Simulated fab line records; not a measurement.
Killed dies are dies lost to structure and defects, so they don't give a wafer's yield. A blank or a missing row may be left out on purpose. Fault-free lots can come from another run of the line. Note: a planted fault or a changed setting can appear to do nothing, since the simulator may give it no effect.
fab line records | flow sfq_line
record lots=6 | wafers=18 | last_day=83
route steps=325 shown I2@117 M3@118
lots that met no fault: from a run of the same line without faults
start_h: the number of hours between the record's first day and the start of the first shown wafer of the lot | wait_h: time in hours since the lot's previous step | " as in the row above | L1.1+2: one row covering several wafers at once | - no value present, or no start provided | * or withheld: withheld | < > ~ a bound
route shown NAME@n: names a module that has steps shown in the file, with the first one's number in the route | usual: the fault-free wafers' mean and standard deviation | same: alike in all rows | chamber/n: place in a boat | sites: the reading at each site | _std_site: the values' standard deviation | _edge_site: the outer-site mean with the inner-site mean subtracted | radius_mm: for every site, how far away it sits from the centre of the wafer | mask NAME#n: copy n | behind: the most recent tool/chamber to have shaped the wafer | hold: the reason the lot was held/the length of the hold in hours/how it ended | device: names the non-switching transistor (n, p or np) | end of line: the same wafers' tests at the end of the route | a step given without rows: its recipe and nothing more | killed: at the first sort, the dies lost to defects and structure; wafer yield is something else | map: the dies of a wafer, with x for killed, . for not killed, _ for no die there
set.NAME: the setting the step ran with; set.NAME@STEP: the setting that earlier step ran with | model.NAME: the simulator's own value behind a step, which no gauge read
lots at selected steps of the route; one table per step, one row per wafer
services: a tool's chamber out of use, with start hour (start_h, from the record's first day; less than 0 if before it), hours out, and reason
## steps
# step SFQ_TRILAYER_I2_VIA_STRIP_SOLV_CLEAN_072
# recipe chemistry=NMP | temp_c=70 | time_s=600
# step SFQ_TRILAYER_M3_DEP_PRE_CLEAN_074
# recipe gas=Ar | time_s=22.5 | bias_v=250
# step SFQ_TRILAYER_M3_DEP_SPUTTER_073
# recipe material=Nb | base_pressure_pa=1.33e-06 | chamber_pressure_pa=0.1333 | substrate_temp_c=20 | resputter_cathode_voltage_v=400 | target_thk_nm=200 | power_w=2000 | time_s=133.3
# usual throttle_valve_pct=29.8/0.83
lot.wafer | tool           | chamber | start_h | wait_h | throttle_valve_pct
L155.2    | pvd_sputter-03 | -       | 644.79  | 0.0    | 28.4
L155.5    | "              | -       | "       | "      | 30.5
L155.6    | "              | -       | "       | "      | 30.1
L159.1    | pvd_sputter-06 | -       | 687.75  | 0.0    | 28.7
L159.2    | "              | -       | "       | "      | 30.7
L159.3    | "              | -       | "       | "      | 30.2
L165.2    | pvd_sputter-03 | -       | 744.47  | 0.0    | 29.6
L165.5    | "              | -       | "       | "      | 30.2
L165.6    | "              | -       | "       | "      | 30.4
L166.2    | pvd_sputter-06 | -       | 752.19  | 0.0    | 28.1
L166.3    | "              | -       | "       | "      | 30.6
L166.5    | "              | -       | "       | "      | 30.3
L167.1    | pvd_sputter-05 | -       | 760.79  | 0.0    | 28.4
L167.3    | "              | -       | "       | "      | 29.7
L167.5    | "              | -       | "       | "      | 30.8
L172.1    | pvd_sputter-03 | -       | 800.92  | 0.0    | 28.7
L172.2    | "              | -       | "       | "      | 29.5
L172.6    | "              | -       | "       | "      | 30.4
# step SFQ_M3_RS_MEAS_919
# recipe thk_meas_gauge=four-point-probe | reads=Nb_of_TRILAYER_M3_DEP_SPUTTER_073
# usual M3_NB_RS=0.890/0.0092
lot.wafer | tool          | chamber | start_h | wait_h | M3_NB_RS[ohm/sq]
L155.2    | film_metro-02 | -       | 644.90  | 0.1    | 0.874
L155.5    | "             | -       | "       | "      | 0.884
L155.6    | "             | -       | "       | "      | 0.886
L159.1    | film_metro-03 | -       | 687.84  | 0.0    | 0.893
L159.2    | "             | -       | "       | "      | 0.873
L159.3    | "             | -       | "       | "      | 0.881
L165.2    | film_metro-04 | -       | 744.58  | 0.1    | 0.910
L165.5    | "             | -       | "       | "      | 0.912
L165.6    | "             | -       | "       | "      | 0.904
L166.2    | film_metro-04 | -       | 752.30  | 0.1    | 0.903
L166.3    | "             | -       | "       | "      | 0.887
L166.5    | "             | -       | "       | "      | 0.896
L167.1    | film_metro-02 | -       | 760.88  | 0.0    | 0.885
L167.3    | "             | -       | "       | "      | 0.882
L167.5    | "             | -       | "       | "      | 0.880
L172.1    | film_metro-02 | -       | 801.01  | 0.0    | 0.889
L172.2    | "             | -       | "       | "      | 0.898
L172.6    | "             | -       | "       | "      | 0.892
# step SFQ_TRILAYER_M3_LITHO_COAT_080
# recipe resist=BARC | spin_rpm=3000 | resist_thk_nm=62
# step SFQ_TRILAYER_M3_LITHO_COAT_075
# recipe resist=KrF | spin_rpm=3000 | resist_thk_nm=600
# step SFQ_TRILAYER_M3_LITHO_SOFTBAKE_079
# recipe temp_c=withheld | time_s=withheld | resist=KrF
# step SFQ_TRILAYER_M3_LITHO_EXPOSE_076
# recipe mask_id=M3 | na=0.6 | source_shape=conventional | sigma_outer=0.65 | target_cd_nm=500 | dose_mj=14.4
# step SFQ_TRILAYER_M3_LITHO_PEB_078
# recipe peb_temp_c=115 | peb_time_s=60 | resist=KrF
# step SFQ_TRILAYER_M3_LITHO_DEVELOP_077
# recipe time_s=60 | resist=KrF
# step SFQ_M3_OVL_MEAS_921
# usual M3_OVL=-1/5.8
lot.wafer | tool       | chamber | start_h | wait_h | M3_OVL[nm]
L155.2    | overlay-02 | -       | 786.00  | 0.1    | -3
L155.5    | "          | -       | "       | "      | 2
L155.6    | "          | -       | "       | "      | -5
L159.1    | overlay-02 | -       | 836.22  | 0.1    | -4
L159.2    | "          | -       | "       | "      | 1
L159.3    | "          | -       | "       | "      | -10
L165.2    | overlay-02 | -       | 895.15  | 0.1    | 1
L165.5    | "          | -       | "       | "      | 3
L165.6    | "          | -       | "       | "      | 1
L166.2    | overlay-01 | -       | 904.75  | 0.1    | 4
L166.3    | "          | -       | "       | "      | 8
L166.5    | "          | -       | "       | "      | 9
L167.1    | overlay-01 | -       | 911.94  | 0.1    | -1
L167.3    | "          | -       | "       | "      | 5
L167.5    | "          | -       | "       | "      | -1
L172.1    | overlay-02 | -       | 951.65  | 0.1    | -4
L172.2    | "          | -       | "       | "      | -3
L172.6    | "          | -       | "       | "      | -8
# step SFQ_TRILAYER_M3_BARC_OPEN_METAL_ETCH_100
# recipe mask_material=PR | chemistry=O2 | target_depth_nm=125 | target=BARC | icp_w=600 | bias_w=80 | pressure_mtorr=10 | time_s=41.7
# usual chamber_pressure_mTorr=10.000/0.0087 | drypump_motor_current_A=5.3/0.37 | oes_product_au=0.686/0.0051 | rf_fwd_power_W=594.0/2.5
lot.wafer | tool         | chamber | start_h | wait_h | chamber_pressure_mTorr | drypump_motor_current_A | oes_product_au | rf_fwd_power_W | rf_hours_counter_h
L155.2    | rie_metal-01 | 1       | 786.03  | 0.0    | 9.995                  | 5.6                     | 0.676          | 598.7          | 146
L155.5    | "            | 1       | "       | "      | 10.017                 | 5.6                     | 0.690          | 598.9          | -
L155.6    | "            | 0       | "       | "      | 10.008                 | 5.2                     | 0.694          | 593.0          | -
L159.1    | rie_metal-03 | 0       | 836.25  | 0.0    | 9.986                  | 4.8                     | 0.688          | 590.5          | 100
L159.2    | "            | 1       | "       | "      | 9.997                  | 5.7                     | 0.686          | 596.9          | 116
L159.3    | "            | 0       | "       | "      | 10.009                 | 4.8                     | 0.684          | 591.5          | -
L165.2    | rie_metal-03 | 1       | 895.18  | 0.0    | 11.976                 | 5.7                     | 0.696          | 597.8          | 124
L165.5    | "            | 1       | "       | "      | 11.997                 | 5.8                     | 0.681          | 597.3          | -
L165.6    | "            | 0       | "       | "      | 11.998                 | 4.8                     | 0.686          | 592.8          | -
L166.2    | rie_metal-03 | 1       | 904.78  | 0.0    | 12.028                 | 5.7                     | 0.684          | 595.7          | 126
L166.3    | "            | 0       | "       | "      | 11.998                 | 4.8                     | 0.682          | 591.7          | -
L166.5    | "            | 1       | "       | "      | 12.006                 | 5.8                     | 0.687          | 596.5          | -
L167.1    | rie_metal-01 | 1       | 911.98  | 0.0    | 9.992                  | 5.6                     | 0.690          | 594.7          | 8
L167.3    | "            | 0       | "       | "      | 9.998                  | 5.2                     | 0.692          | 594.6          | -
L167.5    | "            | 0       | "       | "      | 9.997                  | 5.2                     | 0.686          | 595.4          | -
L172.1    | rie_metal-01 | 0       | 951.68  | 0.0    | 9.986                  | 5.2                     | 0.690          | 595.3          | 35
L172.2    | "            | 1       | "       | "      | 10.021                 | 5.6                     | 0.694          | 591.4          | 15
L172.6    | "            | 0       | "       | "      | 10.012                 | 5.2                     | 0.686          | 594.0          | -
# step SFQ_TRILAYER_M3_ETCH_METAL_ETCH_078
# recipe target=Nb | stop_on=SiO2 | mask_material=PR | chemistry=Cl2/Ar | target_depth_nm=240 | icp_w=600 | bias_w=78.42 | pressure_mtorr=10 | time_s=120
# usual chamber_pressure_mTorr=9.999/0.0086 | drypump_motor_current_A=5.3/0.37 | oes_product_au=0.894/0.0068 | rf_fwd_power_W=597.0/1.9
lot.wafer | tool         | chamber | start_h | wait_h | chamber_pressure_mTorr | drypump_motor_current_A | oes_product_au | rf_fwd_power_W | rf_hours_counter_h
L155.2    | rie_metal-01 | 1       | 786.09  | 0.0    | 9.991                  | 5.6                     | 0.905          | 594.8          | 146
L155.5    | "            | 1       | "       | "      | 10.003                 | 5.6                     | 0.895          | 597.2          | -
L155.6    | "            | 0       | "       | "      | 10.006                 | 5.2                     | 0.897          | 598.2          | -
L159.1    | rie_metal-03 | 0       | 836.31  | 0.0    | 10.003                 | 4.8                     | 0.899          | 594.1          | 100
L159.2    | "            | 1       | "       | "      | 10.006                 | 5.8                     | 0.904          | 596.1          | 116
L159.3    | "            | 0       | "       | "      | 9.992                  | 4.8                     | 0.898          | 596.0          | -
L165.2    | rie_metal-03 | 1       | 895.24  | 0.0    | 9.977                  | 5.7                     | 0.882          | 599.0          | 124
L165.5    | "            | 1       | "       | "      | 9.980                  | 5.7                     | 0.878          | 600.8          | -
L165.6    | "            | 0       | "       | "      | 10.010                 | 4.8                     | 0.883          | 593.8          | -
L166.2    | rie_metal-03 | 1       | 904.84  | 0.0    | 9.988                  | 5.7                     | 0.883          | 596.2          | 126
L166.3    | "            | 0       | "       | "      | 10.006                 | 4.8                     | 0.900          | 597.6          | -
L166.5    | "            | 1       | "       | "      | 9.997                  | 5.8                     | 0.895          | 598.4          | -
L167.1    | rie_metal-01 | 1       | 912.04  | 0.0    | 9.993                  | 5.6                     | 0.896          | 599.7          | 8
L167.3    | "            | 0       | "       | "      | 9.998                  | 5.2                     | 0.896          | 595.7          | -
L167.5    | "            | 0       | "       | "      | 10.015                 | 5.2                     | 0.901          | 594.7          | -
L172.1    | rie_metal-01 | 0       | 951.74  | 0.0    | 10.001                 | 5.2                     | 0.897          | 596.6          | 35
L172.2    | "            | 1       | "       | "      | 10.000                 | 5.6                     | 0.894          | 599.1          | 15
L172.6    | "            | 0       | "       | "      | 10.002                 | 5.2                     | 0.884          | 595.7          | -
## services
tool           | chamber | start_h | hours | kind
pvd_sputter-06 | -       | 632.87  | 1.0   | repair
pvd_sputter-05 | -       | 643.02  | 8.1   | repair
pvd_sputter-05 | -       | 661.70  | 4.9   | repair
pvd_sputter-06 | -       | 676.60  | 3.9   | repair
pvd_sputter-03 | -       | 702.25  | 5.1   | repair
pvd_sputter-03 | -       | 706.43  | 18.2  | repair
pvd_sputter-03 | -       | 710.70  | 5.6   | repair
pvd_sputter-06 | -       | 720.11  | 4.4   | repair
pvd_sputter-06 | -       | 731.08  | 0.8   | repair
rie_metal-01   | 0       | 731.46  | -     | clean
rie_metal-01   | 0       | 731.46  | 16.1  | scheduled_down
rie_metal-01   | 0       | 731.46  | 16.1  | vent_cycle
pvd_sputter-06 | -       | 739.75  | 3.0   | repair
rie_metal-03   | -       | 749.91  | 2.8   | pm
pvd_sputter-05 | -       | 799.41  | 0.6   | repair
pvd_sputter-03 | -       | 812.13  | 5.8   | repair
pvd_sputter-06 | -       | 844.85  | 5.8   | repair
pvd_sputter-05 | -       | 844.92  | 7.0   | repair
rie_metal-01   | 1       | 847.01  | -     | clean
rie_metal-01   | 1       | 847.01  | 19.4  | scheduled_down
rie_metal-01   | 1       | 847.01  | 19.4  | vent_cycle
rie_metal-03   | 1       | 855.43  | 5.3   | repair
pvd_sputter-05 | -       | 926.26  | 0.7   | repair
## key
first_sign step=SFQ_TRILAYER_M3_BARC_OPEN_METAL_ETCH_100 | reading=chamber_pressure_mTorr | direction=up | sigmas=99+ | usual=10.000 | struck=12.000
effect none on later readings
met_at SFQ_TRILAYER_M3_BARC_OPEN_METAL_ETCH_100
struck_wafers L165.2,L165.5,L165.6,L166.2,L166.3,L166.5
onset_between 836.25 895.18
fault kind=process_parameter_drift | tool=rie_metal-03 | chamber=- | onset_h=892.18 | steps=SFQ_TRILAYER_M3_BARC_OPEN_METAL_ETCH_100 | channel=pressure_mtorr | offset=2 | shape=step | end_h=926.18 | acts_in=these_recipes_only | stated=10
